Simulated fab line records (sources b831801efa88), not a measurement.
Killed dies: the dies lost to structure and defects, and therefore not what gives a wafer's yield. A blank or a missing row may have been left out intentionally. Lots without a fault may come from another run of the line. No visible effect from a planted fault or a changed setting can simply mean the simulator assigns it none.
The tool behind it: which one?	flow gf180mcu	18 wafers from 6 lots sampled at 3 of the route's 602 steps

== WHAT THE GAUGES READ, wafer by wafer ==
GF_HV_LDD_TW_MEAS_38.
lot	measured	on	HV_LDD_3_TW
L766	day 11 23:26	film-metro-04	1433 1431 1428
L768	day 12 21:42	film-metro-03	1443 1440 1442
L772	day 14 08:44	film-metro-02	1436 1436 1437
L783	day 17 21:37	film-metro-02	1487 1488 1490
L785	day 18 12:56	film-metro-02	1440 1433 1437
L787	day 19 01:44	film-metro-02	1436 1445 1449

== WHAT TOOL EACH LOT RAN ON (gives the tool, then ch and the chambers of the sampled wafers, and finally the start) ==
lot	GF_HV_LDD_IMPLANT_34	GF_HV_LDD_STRIP_37
L766	implanter-01 ch 0, day 11 22:53	plasma-asher-01 ch 0,1, day 11 23:20
L768	implanter-03 ch 0, day 12 21:10	plasma-asher-02 ch 0,1, day 12 21:35
L772	implanter-03 ch 0, day 14 08:13	plasma-asher-01 ch 0,1, day 14 08:39
L783	implanter-01 ch 0, day 17 21:04	plasma-asher-04 ch 0,1, day 17 21:31
L785	implanter-04 ch 0, day 18 12:23	plasma-asher-02 ch 1, day 18 12:50
L787	implanter-03 ch 0, day 19 01:11	plasma-asher-01 ch 0,1, day 19 01:38
- GF_HV_LDD_IMPLANT_34
- GF_HV_LDD_STRIP_37: strips in O2/N2.

== THE ANSWER, worked out from the rows above alone ==
Rule: what is usual is taken from the lots themselves. The widest of any qualifying gaps counts: lots, ordered by their means at a reading, are off when they make up no more than a third of the lots, leave a main group of 4 or more, and stand apart from it by 3 or more times the standard deviation of that group's means. A main group whose means are all the same, to the digits that the tables above print for the reading, isn't used. Also off: a lot with no number at a reading for which 4 or more lots have one. All remaining lots with rows at the step are treated as sound.
Off: L783, seen at GF_HV_LDD_TW_MEAS_38 (HV_LDD_3_TW). Main group: mean 1438, sd 4.5.
If a tool, at a process step before that reading, ran all the lots that are off and no sound lot after the first of them, it fits. Those tools and the gauges at GF_HV_LDD_TW_MEAS_38 are tried in the same way. This does not decide it: 2 tools fit, namely implanter-01 at GF_HV_LDD_IMPLANT_34 and plasma-asher-04 at GF_HV_LDD_STRIP_37.

== WHAT THE SIMULATOR PUT IN ==
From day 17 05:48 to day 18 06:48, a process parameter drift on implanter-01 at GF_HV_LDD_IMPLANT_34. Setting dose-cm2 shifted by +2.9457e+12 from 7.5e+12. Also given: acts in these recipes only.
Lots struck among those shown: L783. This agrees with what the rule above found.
